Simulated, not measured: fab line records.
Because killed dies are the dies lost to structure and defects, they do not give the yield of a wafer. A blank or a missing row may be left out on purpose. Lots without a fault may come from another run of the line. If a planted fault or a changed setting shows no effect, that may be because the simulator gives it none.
Chamber matching    flow gf180mcu    GF_V4_CMP_26 on cmp-02 has 4 sister chambers
The step polishes, stops on SiO2, t overpolish 15 s, target thk 0 nm. 4 wafers are shown with their chamber, then 7 later ones without.

== WAFERS WITH THEIR CHAMBER ==
wafer   chamber  motorCurrentA (A)
L281.2  1        10.5
L283.6  0        10.8
L285.2  2        10.9
L285.5  3        12.2

== WAFERS WHOSE CHAMBER IS MISSING ==
wafer   motorCurrentA (A)
L285.6  10.6
L291.1  10.6
L291.4  11.1
L291.6  10.7
L295.2  12.4
L295.3  10.7
L295.6  10.7

== WHICH CHAMBER EACH WENT THROUGH ==
wafer   from the rows above           in truth
L285.6  can't be placed: 1 or 0 or 2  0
L291.1  can't be placed: 1 or 0 or 2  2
L291.4  can't be placed: 2 or 0       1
L291.6  can't be placed: 0 or 1 or 2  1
L295.2  3                             3
L295.3  can't be placed: 0 or 1 or 2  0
L295.6  can't be placed: 0 or 1 or 2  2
1 of 7 placed correctly. Unplaceable from these rows: 6, with the true chamber sitting among the candidates in 5. 0 placed wrongly.
How it was worked out, from the rows above alone: a wafer's distance from a chamber is the root of the sum, over the readings, of the square of ((its reading less the chamber's mean) divided by the reading's scatter). The wafer belongs to the nearest chamber; if the next one is less than 2 further off, it can't be placed. For every chamber, the mean is computed from those of its wafers that are shown. The scatter (one wafer shown for each chamber): square how far every hidden wafer sits from the nearest shown wafer, average those squares and take the square root.
